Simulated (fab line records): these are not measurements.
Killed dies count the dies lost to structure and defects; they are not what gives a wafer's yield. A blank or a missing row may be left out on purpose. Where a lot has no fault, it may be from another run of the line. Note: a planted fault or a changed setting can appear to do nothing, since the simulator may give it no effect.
What tool caused it? ; flow gf180mcu ; Sampling: 11 lots, 33 wafers, 5 of 602 route steps

## WHAT EACH GAUGE READ, for each wafer
GF_V4_RS_MEAS_24: measures by four-point-probe. Usual: V4_W_RS 0.324 ohm/sq, standard deviation 0.0052.
lot;measured;on;V4_W_RS (ohm/sq);flag
L946;day 25 02:28;filmMetro-01;0.328 0.327 0.326;
L947;day 25 03:11;filmMetro-01;0.321 0.322 0.317;
L949;day 25 08:49;filmMetro-03;0.319 0.327 0.320;
L950;day 25 10:56;filmMetro-01;0.324 0.318 0.320;
L952;day 26 03:29;filmMetro-02;0.317 0.317 0.329;
L954;day 26 21:04;filmMetro-03;0.323 0.326 0.324;
L959;day 28 05:35;filmMetro-03;0.318 0.322 0.326;
L964;day 30 00:40;filmMetro-03;0.329 0.329 0.324;
L965;day 30 11:02;filmMetro-02;0.323 0.322 0.329;
L967;day 31 00:37;filmMetro-03;0.328 0.334 0.331;
L968;day 31 03:26;filmMetro-01;0.328 0.325 0.324;

GF_TOP_METAL_THK_MEAS_06: measures by xrf. Usual: TOP_METAL_ALCU_THK 902 nm, standard deviation 12.
lot;measured;on;TOP_METAL_ALCU_THK (nm);flag
L946;day 28 01:26;filmMetro-04;919 904 898;
L947;day 28 03:03;filmMetro-03;914 902 914;
L949;day 28 08:23;filmMetro-02;871 887 883;
L950;day 28 09:04;filmMetro-04;924 921 902;
L952;day 29 00:51;filmMetro-04;889 898 875;
L954;day 29 18:14;filmMetro-02;915 895 914;
L959;day 30 20:46;filmMetro-04;906 880 907;
L964;day 32 09:37;filmMetro-02;926 928 912;
L965;day 32 17:36;filmMetro-04;902 908 898;
L967;day 33 05:50;filmMetro-02;891 902 906;
L968;day 33 07:10;filmMetro-03;908 903 913;

GF_PASSIVATION_THK_MEAS_01. Usual: PASSIVATION_CVD_00_THK 1001 nm, standard deviation 15.
lot;measured;on;PASSIVATION_CVD_00_THK (nm);flag
L946;day 28 23:26;filmMetro-03;991 996 1004;
L947;day 29 01:15;filmMetro-01;963 988 983;
L949;day 29 06:56;filmMetro-02;995 1005 1010;
L950;day 29 07:22;filmMetro-01;988 1001 1004;
L952;day 29 22:44;filmMetro-02;987 1008 1029;
L954;day 30 13:26;filmMetro-01;989 998 1009;
L959;day 31 14:41;filmMetro-02;1026 1012 1238;OFF
L964;day 33 02:17;filmMetro-03;991 996 1013;
L965;day 33 09:52;filmMetro-01;985 999 988;
L967;day 33 21:51;filmMetro-01;988 1019 1015;
L968;day 33 23:11;filmMetro-02;1009 1006 1014;

## EACH LOT AND THE TOOL THAT RAN IT (in order: tool; ch and the chambers of the sampled wafers; start)
lot;GF_TOP_METAL_SPUTTER_01;GF_PASSIVATION_CVD_00
L946;pvdSputter-03, day 28 01:11;pecvd-03 ch 0,2, day 28 23:22
L947;pvdSputter-02, day 28 02:48;pecvd-03 ch 0,1, day 29 01:10
L949;pvdSputter-03, day 28 08:09;pecvd-04 ch 1,2, day 29 06:50
L950;pvdSputter-02, day 28 08:48;pecvd-02 ch 0,1, day 29 07:16
L952;pvdSputter-03, day 29 00:37;pecvd-04 ch 0,1, day 29 22:40
L954;pvdSputter-02, day 29 17:59;pecvd-04 ch 1,2, day 30 13:22
L959;pvdSputter-04, day 30 20:29;pecvd-04 ch 0,2, day 31 14:35
L964;pvdSputter-02, day 32 09:22;pecvd-03 ch 1,2, day 33 02:12
L965;pvdSputter-03, day 32 17:22;pecvd-02 ch 0,1,2, day 33 09:47
L967;pvdSputter-03, day 33 05:34;pecvd-03 ch 0,1,2, day 33 21:45
L968;pvdSputter-02, day 33 06:55;pecvd-02 ch 0,1, day 33 23:05
- GF_TOP_METAL_SPUTTER_01: material TiN, target thk 30 nm, time 25 s.
- GF_PASSIVATION_CVD_00: deposits SiO2 from TEOS, target thk 1000 nm, time 111.95 s.

## AS READ BY THE TOOLS THEMSELVES (means over the sampled wafers that have a number; for cases with no such wafer, the mark the record gives instead)
GF_TOP_METAL_SPUTTER_01. Usual: throttleValvePct 30.4 %, standard deviation 1.2.
lot;tool;throttleValvePct (%);flag
L946;pvdSputter-03;31.2;
L947;pvdSputter-02;29.8;
L949;pvdSputter-03;30.8;
L950;pvdSputter-02;30.0;
L952;pvdSputter-03;31.4;
L954;pvdSputter-02;29.7;
L959;pvdSputter-04;31.2;
L964;pvdSputter-02;30.0;
L965;pvdSputter-03;29.8;
L967;pvdSputter-03;31.6;
L968;pvdSputter-02;29.3;

GF_PASSIVATION_CVD_00. Usual: heaterPowerW 648 W, standard deviation 110; rfFwdPowerW 597.3 W, standard deviation 2.2; runLengthS 140.0 s, standard deviation 0.68.
lot;tool;heaterPowerW (W);rfFwdPowerW (W);runLengthS (s);flag
L946;pecvd-03;660;596.5;140.4;
L947;pecvd-03;527;597.5;140.8;
L949;pecvd-04;629;594.2;139.2;
L950;pecvd-02;682;598.5;140.3;
L952;pecvd-04;526;595.6;139.5;
L954;pecvd-04;685;598.0;138.9;
L959;pecvd-04;597;593.6;147.5;OFF
L964;pecvd-03;753;600.6;140.7;
L965;pecvd-02;720;599.2;140.1;
L967;pecvd-03;637;597.9;140.6;
L968;pecvd-02;634;597.0;140.2;

## THE ANSWER, worked out from the rows above alone
Rule: lot off if the mean of its wafers having a number is beyond 3 standard deviations from the usual mean. Also off: a lot with no number at a reading for which 4 or more lots have one. The other lots that the step has rows for count as sound. After the gauges, taken in route order, come the tools' own readings; for these a lot's mean is taken, as printed above. The first step at which some lot is off is used, and at that step the reading that is off furthest; a lot without a number counts as furthest.
Off: L959, seen at GF_PASSIVATION_THK_MEAS_01 (PASSIVATION_CVD_00_THK).
If a tool, at a process step before that reading, ran all the lots that are off and no sound lot after the first of them, it fits. Not tried: the gauges at GF_PASSIVATION_THK_MEAS_01; whatever is off there is also off at GF_PASSIVATION_CVD_00, on other tools, and gauge error can't account for it. Can't be told from this: 2 tools fit, pvdSputter-04 at GF_TOP_METAL_SPUTTER_01, pecvd-04 at GF_PASSIVATION_CVD_00.

## WHAT THE SIMULATOR PUT IN
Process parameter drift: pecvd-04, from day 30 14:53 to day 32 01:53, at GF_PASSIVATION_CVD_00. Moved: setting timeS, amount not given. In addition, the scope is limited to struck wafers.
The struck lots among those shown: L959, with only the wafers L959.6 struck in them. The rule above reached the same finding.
